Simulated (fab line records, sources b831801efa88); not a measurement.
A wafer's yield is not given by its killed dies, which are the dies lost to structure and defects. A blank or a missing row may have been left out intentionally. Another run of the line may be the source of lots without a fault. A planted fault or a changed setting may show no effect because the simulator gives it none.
One fault seen from 2 desks ; flow sky130 ; only its own numbers are on each desk; what lay behind them is given at the end

METROLOGY DESK
What the gauges read, lot by lot, whatever tool the lot ran on: means of the sampled wafers that have a number. If a lot's mean is further than 4 standard deviations from the usual mean, the lot is out of limits and carries the mark OUT (the distance appears in the brackets).
Columns: A = VIA2_W_RS at SKY_VIA2_RS_MEAS_22, usual 0.271 ohm/sq; B = VIA2_W_THK at SKY_VIA2_THK_MEAS_23, usual 408 nm; C = CAPM_CVD_00_THK at SKY_CAPM_THK_MEAS_01, usual 15.41 nm; D = CAPM_TIN_RS at SKY_CAPM_RS_MEAS_03, usual 6.97 ohm/sq; E = CAPM_TIN_THK at SKY_CAPM_THK_MEAS_04, usual 195.2 nm; F = CAPM_OVL at SKY_CAPM_OVL_MEAS_12, usual 0.0 nm; G = cdNm at SKY_METAL3_CD_MEAS_13, usual 299.6 nm
lot;first seen here;A;B;C;D;E;F;G
L579;day 37 01:34;0.269;401;15.67;6.91;197.7;0.2;298.0
L582;day 38 02:56;0.269;413;15.40;7.07;192.1;0.3;300.2
L587;day 39 22:27;0.271;405;15.45;7.14;191.8;0.3;299.7
L588;day 40 00:10;0.268;406;15.49;6.97;194.6;-0.8;300.3
L589;day 40 07:50;0.268;406;15.53;6.97;195.3;-1.7;299.2
L600;day 43 07:28;0.270;418;15.44;6.99;194.2;1.4;299.5
Result from this desk: across the 6 lots, nothing is out of limits.

THE TOOL OWNER'S DESK: pvdSputter-03
The tool's own readings at SKY_METAL3_SPUTTER_02 (material AlCu, target thk 735 nm, time 39.1 s): means of the sampled wafers that have a number, for each lot that ran on this tool. If a lot's mean is further than 4 standard deviations from the usual mean, the lot is out of limits and carries the mark OUT (the distance appears in the brackets).
Columns: A = chamberPressurePa at SKY_METAL3_SPUTTER_02, usual 0.4000 Pa; B = throttleValvePct at SKY_METAL3_SPUTTER_02, usual 29.6 %
lot;first seen here;A;B
L579;day 37 02:05;0.3998;29.4
L582;day 38 03:26;0.4005;29.9
L587;day 39 22:59;0.3500 (-62) OUT;32.1
L588;day 40 00:41;0.3507 (-61) OUT;32.1
This desk's finding: out of limits on L587, L588; first on L587, day 39 22:59 (chamberPressurePa at SKY_METAL3_SPUTTER_02). L579, L582 stayed within limits.

PUT TOGETHER
The tool owner's desk could have raised an alarm at day 39 22:59, on L587, L588.
From the metrology desk's view, nothing was out of limits.
The metrology desk holds a record of L587, L588, inside its limits.
Every lot named ran SKY_METAL3_SPUTTER_02 on pvdSputter-03.

WHAT THE SIMULATOR PUT IN
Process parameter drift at SKY_METAL3_SPUTTER_02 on pvdSputter-03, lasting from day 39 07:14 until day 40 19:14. Setting chamberPressurePa, moved by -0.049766, from 0.4. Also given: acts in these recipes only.
Shown lots that were struck: L587, L588.
Time in hours from fault onset to the first out-of-limits reading at each desk: the tool owner's desk, 16.
